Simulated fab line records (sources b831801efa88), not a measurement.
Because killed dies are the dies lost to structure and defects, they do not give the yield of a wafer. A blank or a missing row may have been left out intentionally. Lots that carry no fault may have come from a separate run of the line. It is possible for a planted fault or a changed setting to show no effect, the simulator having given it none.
Matching of chambers | flow gf180mcu | GF_V1_ETCH_16 on rie_diel-03: 4 sister chambers
The step etches BARC in N2/H2. 16 wafers are shown with their chamber, then 8 later ones without.

## WAFERS, EACH WITH ITS CHAMBER
wafer  | chamber | drypump_motor_current_A (A) | oes_product_au (a.u.) | throttle_valve_pct (%)
L131.3 | 1       | 5.1                         | 0.852                 | 13.225
L131.4 | 3       | 5.1                         | 0.857                 | 13.219
L131.5 | 1       | 5.2                         | 0.852                 | 13.222
L132.2 | 0       | 6.4                         | 0.859                 | 13.216
L132.3 | 3       | 5.1                         | 0.858                 | 13.230
L132.4 | 2       | 5.6                         | 0.848                 | 13.219
L139.3 | 1       | 5.1                         | 0.856                 | 13.239
L139.4 | 2       | 5.6                         | 0.856                 | 13.222
L139.6 | 0       | 6.5                         | 0.855                 | 13.218
L140.3 | 0       | 6.5                         | 0.850                 | 13.245
L140.4 | 1       | 5.1                         | 0.858                 | 13.245
L140.5 | 0       | 6.5                         | 0.853                 | 13.223
L149.1 | 0       | 6.5                         | 0.853                 | 13.226
L149.2 | 3       | 5.1                         | 0.858                 | 13.222
L149.3 | 2       | 5.7                         | 0.851                 | 13.227
L150.2 | 3       | 5.1                         | 0.853                 | 13.208

SIGNATURES (averages over the wafers above)
reading                 | chamber 0 | chamber 1 | chamber 2 | chamber 3 | scatter within a chamber
drypump_motor_current_A | 6.480     | 5.125     | 5.633     | 5.100     | 0.043
oes_product_au          | 0.85400   | 0.85450   | 0.85167   | 0.85650   | 0.00317
throttle_valve_pct      | 13.22560  | 13.23275  | 13.22267  | 13.21975  | 0.00991
Rule: a wafer lies at a distance from a chamber equal to the root of the sum of squares, over the readings, of (its reading less the chamber's mean, divided by the reading's scatter). If the next closest chamber is less than 2 further off than the closest, the wafer can't be placed; otherwise it belongs to the closest. How the scatter is found: for the shown wafers, subtract from each reading the mean of its chamber, square and add these, divide the total by (wafers less chambers), then take the root.

## WAFERS MISSING THEIR CHAMBER
wafer  | drypump_motor_current_A (A) | oes_product_au (a.u.) | throttle_valve_pct (%)
L150.4 | 6.5                         | 0.843                 | 13.224
L150.5 | 5.1                         | 0.847                 | 13.233
L153.1 | 5.1                         | 0.855                 | 13.219
L153.2 | 5.6                         | 0.861                 | 13.218
L153.4 | 6.5                         | 0.856                 | 13.239
L154.1 | 5.1                         | 0.852                 | 13.222
L154.2 | 5.1                         | 0.857                 | 13.223
L154.3 | 6.5                         | 0.860                 | 13.221

## CHAMBER TAKEN BY EACH
wafer  | from the rows above     | in truth
L150.4 | 0                       | 0
L150.5 | can't be placed: 1 or 3 | 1
L153.1 | can't be placed: 3 or 1 | 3
L153.2 | 2                       | 2
L153.4 | 0                       | 0
L154.1 | can't be placed: 3 or 1 | 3
L154.2 | can't be placed: 3 or 1 | 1
L154.3 | 0                       | 0
Correctly placed: 4 of 8. Cannot be placed on the basis of these rows: 4; the candidates contain the true chamber in 4. 0 placed wrongly.
